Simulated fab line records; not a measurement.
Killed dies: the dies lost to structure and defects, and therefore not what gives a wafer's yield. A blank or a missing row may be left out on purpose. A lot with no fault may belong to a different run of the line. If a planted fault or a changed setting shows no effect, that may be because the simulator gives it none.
Matching of chambers	flow sky130	3 sister chambers for SKY_VIA3_HDPCVD_00 on hdpcvd-01
The step deposits SiO2, target thk 1635 nm, time 272.5 s. 3 wafers are shown with their chamber, then 7 later ones without.

## WAFERS PAIRED WITH THEIR CHAMBERS
wafer	chamber	run-length-s (s)
L999.4	1	300.4
L999.5	2	301.1
L103.2	0	299.9

## WAFERS WITHOUT THEIR CHAMBER
wafer	run-length-s (s)
L103.4	300.1
L103.6	300.2
L106.2	299.8
L106.4	300.2
L106.5	299.9
L114.3	300.2
L114.5	300.7

## WHICH CHAMBER EACH WENT THROUGH
wafer	from the rows above	in truth
L103.4	can't be placed: 0 or 1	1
L103.6	can't be placed: 1 or 0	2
L106.2	0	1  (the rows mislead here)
L106.4	can't be placed: 1 or 0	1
L106.5	0	0
L114.3	can't be placed: 1 or 0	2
L114.5	can't be placed: 1 or 2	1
Correct placement for 1 of the 7. These rows do not allow placing 5 (true chamber among the candidates in 3). Placed wrongly: 1.
How it was worked out, from the rows above alone: a wafer's distance from a chamber is the root of the sum, over the readings, of the square of ((its reading less the chamber's mean) divided by the reading's scatter). If the next closest chamber is less than 2 further off than the closest, the wafer can't be placed; otherwise it belongs to the closest. A chamber's mean is the mean of its shown wafers. The scatter (one wafer shown for each chamber): square how far every hidden wafer sits from the nearest shown wafer, average those squares and take the square root.
